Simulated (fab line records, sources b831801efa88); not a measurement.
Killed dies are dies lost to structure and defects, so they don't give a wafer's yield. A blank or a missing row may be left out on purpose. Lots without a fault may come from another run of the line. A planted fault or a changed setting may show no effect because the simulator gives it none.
A struck lot beside a sound one | flow gf180mcu | 16 steps out of a route of 602
Sound: wafers L153.1, L153.3, L153.4. Struck: wafers L144.2, L144.3, L144.5. The cause comes at the end.
At each step with rows: each side's tool, then ch and its chambers, then its first start. Under that, the readings that differ: sound wafers | struck wafers | difference of the means | sigmas: that difference in standard deviations of wafers without a fault.
alike: readings whose means differ by less than 2 such deviations, and words and numbers that are the same on both sides. not compared: withheld readings, readings that some wafer has no value for, bounds like >300 that may hide the same value, and numbers for which the record gives no deviation and whose values overlap.
The two part at a step that has a row with sigmas, a row that says differs or no value, or rows on one side only. Numbers that don't overlap but have no deviation are shown without sigmas and don't part them. A reading that every wafer of one side lacks parts them only if that side has two wafers or more.

GF_POLY_GATE_THK_MEAS_01:
  sound on film_metro-02, day 13 11:53; struck on film_metro-02, day 10 23:54
  alike: POLY_GATE_CVD_00_THK
then, 8 steps without rows for these wafers: GF_POLY_GATE_DEHYDRATE_02 (time 60 s); GF_POLY_GATE_HMDS_03 (prime time 60 s); GF_POLY_GATE_COAT_04; GF_POLY_GATE_COAT_05 (resist thk 700 nm); GF_POLY_GATE_SOFTBAKE_06 (time 60 s); GF_POLY_GATE_EXPOSE_07 (exposes mask Poly2, target cd 280 nm); GF_POLY_GATE_PEB_08 (peb time 90 s); GF_POLY_GATE_DEVELOP_09 (develop time 60 s).
GF_POLY_GATE_CD_MEAS_10: target cd 280 nm.
  sound on cd_sem-02, day 14 08:44; struck on cd_sem-02, day 11 18:15
  alike: cd_nm
GF_POLY_GATE_OVL_MEAS_11:
  sound on overlay-02, day 14 08:51; struck on overlay-02, day 11 18:21
  alike: POLY_GATE_OVL
GF_POLY_GATE_ETCH_12: etches BARC in N2/H2.
  sound on rie_diel-03 ch 0,2,3, day 14 08:53; struck on rie_diel-04 ch 1,2,3, day 11 18:23
  reading               | sound             | struck            | difference | sigmas
  oes_product_au (a.u.) | 0.736 0.739 0.740 | 0.731 0.727 0.730 | -0.009     | -2
  alike: drypump_motor_current_A, throttle_valve_pct
GF_POLY_GATE_ETCH_13: etches poly-Si in HBr/Cl2, stops on SiO2, target depth 198.5 nm, time 69.6 s.
  sound on rie_si-02 ch 0,3, day 14 08:56; struck on rie_si-01 ch 0,3, day 11 18:26
  reading                               | sound             | struck            | difference | sigmas
  oes_product_au (a.u.)                 | 0.981 0.986 0.996 | 1.010 1.013 1.014 | +0.025     | +2
  run_length_s (s)                      | 98.0 98.1 98.4    | 72.3 72.8 72.8    | -25.5      | -77
  model.POLY_GATE.feature_depth_nm (nm) | 194.5 196.5 198.3 | 126.2 128.1 126   | -69.7      |
  model.etch.depth_nm (nm)              | 194.5 196.5 198.3 | 126.2 128.1 126   | -69.7      |
  alike: drypump_motor_current_A, throttle_valve_pct
  not compared: rf_hours_counter_h
GF_POLY_GATE_STRIP_14: strips in O2/N2.
  sound on plasma_asher-01 ch 0,1, day 14 08:59; struck on plasma_asher-01 ch 1, day 11 18:29
  reading               | sound             | struck            | difference | sigmas
  oes_product_au (a.u.) | 0.513 0.504 0.510 | 0.523 0.520 0.522 | +0.013     | +3
  alike: drypump_motor_current_A, heater_power_w
  not compared: rf_hours_counter_h
then, 1 step without rows for these wafers: GF_POLY_GATE_CLEAN_15 (cleans in SC1/SC2, time 150 s).
-- the record jumps here: 20 days lie between the struck wafers' starts before and after (it left off in module POLY_GATE and takes up again in module PASSIVATION, whose first step shown is number 602 of the route) --
GF_PASSIVATION_PROBE_99:
  the record has rows for the struck wafers here (prober-02, day 31 15:05) and none for the sound ones

WHERE THEY PART
First at GF_POLY_GATE_ETCH_12; last, within this record, at GF_PASSIVATION_PROBE_99.

WHY: what the simulator had put in
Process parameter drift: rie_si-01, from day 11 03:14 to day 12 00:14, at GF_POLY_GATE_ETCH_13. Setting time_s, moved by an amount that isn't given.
